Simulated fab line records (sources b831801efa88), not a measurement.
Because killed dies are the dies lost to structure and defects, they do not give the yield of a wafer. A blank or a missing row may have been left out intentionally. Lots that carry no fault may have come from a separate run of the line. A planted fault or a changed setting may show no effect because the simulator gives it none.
8D (eight disciplines) problem report, filled in by code :: flow sky130 :: the parts of the form that need people (team, actions taken, sign-off) are left out

== 1. WHAT WENT WRONG ==
GATE_OXIDE_TW at SKY_GATE_OXIDE_TW_MEAS_14 reads a mean of 202.9 on 6 wafers of 2 lots; wafers without a fault read 225.0 with a standard deviation of 0.87. Measured from the usual mean, that is -25 standard deviations.
Seen first at day 19 14:25 on film metro-01, wafer L854.2. At this step, 42 wafers from 14 lots have a number in the record. Rule for "out" (also "out of limits"): further than 4 standard deviations from the usual mean. The other wafers with a number count as sound.

== 2. WHAT IT IS, AND WHAT IT ISN'T ==
question: which readings at this step
is: GATE_OXIDE_TW
is not: -

question: which lots
is: L854, L855
is not: L840, L841, L842, L843, L844, L846, L847, L848, L851, L859, L860, L862

question: which wafers of those lots
is: all that have a number
is not: -

question: read on which gauges
is: film metro-01, film metro-04
is not: film metro-02

question: when
is: from day 19 14:25
is not: up to then (27 sound wafers); but 9 sound wafers of L859, L860, L862 came after

== 3. SUSPECTS, AND WHAT RULES EACH OUT ==
Counting: any tool at a process step up to the reading is kept as a suspect provided that every lot that is out went through it and no sound lot did after the first of them.
- ruled out: the gauge at SKY_GATE_OXIDE_TW_MEAS_14. 2 gauges (film metro-01, film metro-04) read the wafers that are out.
- implanter-04 at SKY_GATE_OXIDE_IMPLANT_11: kept. It ran every lot that is out, first L854 (day 19 14:05), and no sound lot after that; its last sound lot up to then is L851 (day 18 19:40). Its own dose ions cm2, faraday current uA readings are out on those wafers.
Left after counting: implanter-04 at SKY_GATE_OXIDE_IMPLANT_11.

== 4. THE CAUSE (what the simulator had put in) ==
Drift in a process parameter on implanter-04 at SKY_GATE_OXIDE_IMPLANT_11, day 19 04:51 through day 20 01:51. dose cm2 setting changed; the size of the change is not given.
This tool alone remained once counting was done.

== 5. THE EFFECT CHAIN, in route order ==
One row per reading whose mean, taken over the struck wafers that have a number, lies over 3 standard deviations from the usual. Only readings whose record carries a usual standard deviation are examined. hours: median over the lots of the time between each lot's start at the first step of this table that gives one and its start at this step. sigmas: the change, counted in usual standard deviations.
hours: 0
step: SKY_GATE_OXIDE_IMPLANT_11
reading: dose ions cm2
usual: 2.6e+12
on struck wafers: 1.8e+12
change: -7.7e+11
sigmas: -99 or more

hours: 0
step: SKY_GATE_OXIDE_IMPLANT_11
reading: faraday current uA
usual: 14.6
on struck wafers: 10.3
change: -4.3
sigmas: -14

hours: 0
step: SKY_GATE_OXIDE_TW_MEAS_14
reading: GATE_OXIDE_TW
usual: 225.0
on struck wafers: 202.9
change: -22.1
sigmas: -25
The process steps in it:
- SKY_GATE_OXIDE_IMPLANT_11

== 6. WHAT WOULD HAVE CAUGHT IT SOONER ==
Counted from the fault's start at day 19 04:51, it took 10 hours until the first out-of-limits reading at a measuring or inspecting step in this record, taken at day 19 14:25.
Tool's own readings at SKY_GATE_OXIDE_IMPLANT_11, dose ions cm2, faraday current uA: out on all struck wafers the step has rows for; an alarm limit on them would have tripped on the first.
L855, from the lots that are out (2), started SKY_GATE_OXIDE_IMPLANT_11 on implanter-04 later than day 19 14:25. A tool hold placed at that time would have kept it from harm.
